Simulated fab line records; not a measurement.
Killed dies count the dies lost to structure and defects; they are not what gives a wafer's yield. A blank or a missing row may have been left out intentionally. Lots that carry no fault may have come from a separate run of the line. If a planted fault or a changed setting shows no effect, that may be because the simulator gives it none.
A struck lot beside a sound one :: flow gf180mcu :: 19 steps out of a route of 602
Sound: the wafers L260.1, L260.3, L260.6. The struck wafers were L267.1, L267.2, L267.5. The cause comes at the end.
Per side, at each step with rows, come the tool, then ch with its chambers, and then its first start. Under that, the readings that differ: sound wafers :: struck wafers :: difference of the means :: sigmas: that difference in standard deviations of wafers without a fault.
alike: a reading whose means differ by less than 2 such deviations, as well as words and numbers matching on both sides. not compared: withheld readings; readings where some wafer has no value; bounds like >300 that might hide an equal value; numbers whose values overlap and for which the record gives no deviation.
Wherever a step has rows on one side only, a row that says differs or no value, or a row with sigmas, the two part there. Non-overlapping numbers with no deviation appear without sigmas and do not part them. Lack of a reading on every wafer of one side parts them only where that side has two or more wafers.

GF_POLY_GATE_OVL_MEAS_11:
  struck on overlay-02, day 12 07:44; sound on overlay-01, day 10 05:38
reading: POLY_GATE_OVL (nm)
sound: 8 9 2
struck: -12 -4 -2
difference: -12
sigmas: -2
GF_POLY_GATE_ETCH_12: etches BARC in N2/H2.
  sound on rie_diel-03 ch 1,2,3, day 10 05:41; struck on rie_diel-01 ch 0,1,2, day 12 07:47
  alike: drypump_motor_current_A, oes_product_au, rf_fwd_power_W, throttle_valve_pct
GF_POLY_GATE_ETCH_13: etches poly-Si in HBr/Cl2, stops on SiO2, target depth 198.5 nm, time 69.6 s.
  sound on rie_si-01 ch 1,2,3, day 10 05:44; struck on rie_si-02 ch 1,2,3, day 12 07:50
  alike: drypump_motor_current_A, oes_product_au, rf_fwd_power_W, throttle_valve_pct
  not compared: rf_hours_counter_h
GF_POLY_GATE_STRIP_14: strips in O2/N2.
  sound on plasma_asher-02 ch 0, day 10 05:47; struck on plasma_asher-03 ch 0,1, day 12 07:53
  alike: drypump_motor_current_A, heater_power_w, oes_product_au
  not compared: rf_hours_counter_h
then, 2 steps without rows for these wafers: GF_POLY_GATE_CLEAN_15 (cleans in SC1/SC2, time 150 s); GF_POLY_GATE_OXIDATION_16 (stabilise 600 s, purge 300 s, target thk 4 nm).
GF_POLY_GATE_THK_MEAS_17:
  struck on film_metro-04, day 12 09:19; sound on film_metro-03, day 10 07:56
  alike: POLY_GATE_OXIDATION_THK
GF_POLY_GATE_CD_MEAS_18:
  struck on cd_sem-01, day 12 09:22; sound on cd_sem-01, day 10 08:00
  alike: cd_nm
then, 4 steps without rows for these wafers: GF_HV_LDD_DEHYDRATE_00 (time 60 s); GF_HV_LDD_HMDS_01 (prime time 60 s); GF_HV_LDD_COAT_02 (resist thk 1000 nm); GF_HV_LDD_SOFTBAKE_03 (time 60 s).
GF_HV_LDD_EXPOSE_04: exposes mask Nplus LV AREA, target cd 400 nm.
  sound on iline_stepper-02 ch 0, day 10 17:12; struck on iline_stepper-02 ch 0, day 12 19:40
reading: model.HV_LDD.overlay_x_nm (nm)
sound: -0.2683 -0.2683 -0.2683
struck: 209.1 209.1 209.1
difference: +209.4
sigmas: 
  alike: mask
then, 2 steps without rows for these wafers: GF_HV_LDD_PEB_05; GF_HV_LDD_DEVELOP_06 (develop time 60 s).
GF_HV_LDD_CD_MEAS_07: target cd 400 nm.
  struck on cd_sem-01, day 13 05:20; sound on cd_sem-01, day 11 02:19
  alike: cd_nm
GF_HV_LDD_OVL_MEAS_08:
  struck on overlay-02, day 13 05:28; sound on overlay-02, day 11 02:26
reading: HV_LDD_OVL (nm)
sound: -0.5 -0.3 -0.2
struck: 206.9 207.2 207.0
difference: +207.4
sigmas: +99 or more
after that, 1 step had no rows for these wafers: GF_HV_LDD_IMPLANT_09.
-- the record jumps here: 19 days lie between the struck wafers' starts before and after (it left off in module HV_LDD and takes up again in module PASSIVATION, whose first step shown is number 602 of the route) --
GF_PASSIVATION_PROBE_99:
  rows exist in the record for the struck wafers here (prober-01, day 32 03:58), but not for the sound ones

== WHERE THEY PART ==
At GF_POLY_GATE_OVL_MEAS_11 first; at GF_PASSIVATION_PROBE_99 last (within this record only).

WHY: what the simulator had put in
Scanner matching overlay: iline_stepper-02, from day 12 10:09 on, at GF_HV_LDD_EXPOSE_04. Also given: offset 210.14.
